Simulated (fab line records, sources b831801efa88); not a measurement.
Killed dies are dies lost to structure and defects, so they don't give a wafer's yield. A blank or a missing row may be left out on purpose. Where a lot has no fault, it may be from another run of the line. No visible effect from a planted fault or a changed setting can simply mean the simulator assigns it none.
Chamber matching :: flow sky130 :: SKY_LI_CONTACT_CMP_24 on cmp-01: 4 sister chambers
The step polishes, stops on PSG, t overpolish 20 s, target thk 0 nm. 8 wafers are shown with their chamber, then 7 later ones without.

== WAFERS, EACH WITH ITS CHAMBER ==
wafer: L257.2
chamber: 3
motor-current-A (A): 12.1
time-to-endpoint-s (s): 101

wafer: L258.4
chamber: 2
motor-current-A (A): 14.4
time-to-endpoint-s (s): 97

wafer: L259.5
chamber: 2
motor-current-A (A): 14.0
time-to-endpoint-s (s): 91

wafer: L259.6
chamber: 1
motor-current-A (A): 9.8
time-to-endpoint-s (s): 92

wafer: L260.5
chamber: 3
motor-current-A (A): 12.4
time-to-endpoint-s (s): 102

wafer: L260.6
chamber: 0
motor-current-A (A): 10.2
time-to-endpoint-s (s): 93

wafer: L263.1
chamber: 0
motor-current-A (A): 10.0
time-to-endpoint-s (s): 92

wafer: L263.4
chamber: 1
motor-current-A (A): 9.9
time-to-endpoint-s (s): 94

== WAFERS WITH NO CHAMBER GIVEN ==
wafer: L263.6
motor-current-A (A): 13.2
time-to-endpoint-s (s): 98

wafer: L265.2
motor-current-A (A): 13.5
time-to-endpoint-s (s): 94

wafer: L265.5
motor-current-A (A): 9.7
time-to-endpoint-s (s): 89

wafer: L265.6
motor-current-A (A): 9.7
time-to-endpoint-s (s): 90

wafer: L267.1
motor-current-A (A): 12.5
time-to-endpoint-s (s): 97

wafer: L267.3
motor-current-A (A): 10.2
time-to-endpoint-s (s): 89

wafer: L267.4
motor-current-A (A): 10.0
time-to-endpoint-s (s): 89

== EACH ONE'S CHAMBER ==
wafer: L263.6
from the rows above: can't be placed: 3 or 2
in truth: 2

wafer: L265.2
from the rows above: 2
in truth: 2

wafer: L265.5
from the rows above: can't be placed: 1 or 0
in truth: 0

wafer: L265.6
from the rows above: can't be placed: 1 or 0
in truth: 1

wafer: L267.1
from the rows above: 3
in truth: 3

wafer: L267.3
from the rows above: can't be placed: 0 or 1
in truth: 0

wafer: L267.4
from the rows above: can't be placed: 0 or 1
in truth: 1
2 of 7 placed correctly. Unplaceable from these rows: 5, with the true chamber sitting among the candidates in 5. 0 placed wrongly.
How it was worked out, from the rows above alone: a wafer's distance from a chamber is the root of the sum, over the readings, of the square of ((its reading less the chamber's mean) divided by the reading's scatter). The wafer belongs to the nearest chamber; if the next one is less than 2 further off, it can't be placed. A chamber's mean is the mean of its shown wafers. The scatter is the square root of a quotient: the sum, over the shown wafers, of each reading's squared deviation from its chamber's mean, divided by wafers minus chambers.
